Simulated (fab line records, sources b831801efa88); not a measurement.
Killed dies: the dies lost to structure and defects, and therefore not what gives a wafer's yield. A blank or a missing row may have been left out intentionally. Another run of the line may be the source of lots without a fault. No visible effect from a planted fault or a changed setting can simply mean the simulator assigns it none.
Code-filled problem report in 8D (eight disciplines) form / flow sky130 / the parts of the form that need people (team, actions taken, sign-off) are left out

## 1. THE PROBLEM
biasW at SKY_VIA2_ETCH_14 reads a mean of 78.4 W on 2 wafers of 2 lots; wafers without a fault read 100.0 W with a standard deviation of 0.3. That puts it -72 standard deviations away from the usual mean.
The step: etches BARC in N2/H2, stops on SiO2, time 45.9 s, target depth 60 nm.
Seen first at day 38 07:57 on rieDiel-01, wafer L454.4. Wafers with a number at this step in the record: 18, from 6 lots. The rule behind "out" and "out of limits": a value lying over 4 standard deviations away from the usual mean. Any other wafer with a number is counted as sound.

## 2. WHAT THIS IS AND IS NOT
question=which readings at this step | is=biasW | is not=drypumpMotorCurrentA, throttleValvePct
question=which lots | is=L454, L459 | is not=L450, L451, L460, L467
question=which wafers of those lots | is=L454.4, L459.1 | is not=L454.1, L454.6, L459.2, L459.6
question=read on which tools | is=rieDiel-01 | is not=rieDiel-03, rieDiel-04
question=when | is=from day 38 07:57 | is not=up to then (8 sound wafers); but 8 sound wafers of L459, L460, L467 came after

## 3. WHAT RULES OUT EACH SUSPECT
Counting: any tool at a process step up to the reading remains a suspect provided it ran every lot that is out. Sound lots after the first of them don't rule it out here, since some wafers of a struck lot are sound.
- rieDiel-01 at SKY_VIA2_ETCH_14 (etches BARC in N2/H2, stops on SiO2, time 45.9 s, target depth 60 nm): kept. Every lot that is out went through it, the first being L454 (day 38 07:57); the last sound lot it ran before that was L451 (day 37 00:06). Its own biasW readings are out on those wafers.
- Within rieDiel-01 at SKY_VIA2_ETCH_14: the wafers that are out ran in chamber 2; their sound lot-mates ran in chambers 0, 3.
Left after counting: rieDiel-01 at SKY_VIA2_ETCH_14.

## 4. THE CAUSE (what the simulator had put in)
rieDiel-01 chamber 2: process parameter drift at SKY_VIA2_ETCH_14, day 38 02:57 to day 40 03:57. From 100, the setting biasW moved by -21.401. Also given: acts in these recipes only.
Counting left only this tool.

## 5. SEQUENCE OF EFFECTS, ordered by route
Each row: a reading whose mean over the struck wafers that have a number lies more than 3 standard deviations from the usual. Readings are gone through only where the record gives a usual standard deviation; hours: the median, over the lots, of the time from a lot's start at the first step in this table giving one to that lot's start at this step; sigmas: the change measured in usual standard deviations.
hours=0; step=SKY_VIA2_ETCH_14; reading=biasW; usual=100.0 W; on struck wafers=78.4; change=-21.6; sigmas=-72
Process steps it contains:
- SKY_VIA2_ETCH_14: etches BARC in N2/H2, stops on SiO2, time 45.9 s, target depth 60 nm.

## 6. WHAT WOULD HAVE CAUGHT IT SOONER
The fault began at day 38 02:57; the first out-of-limits reading in this record came at day 38 07:57, 5 hours later.
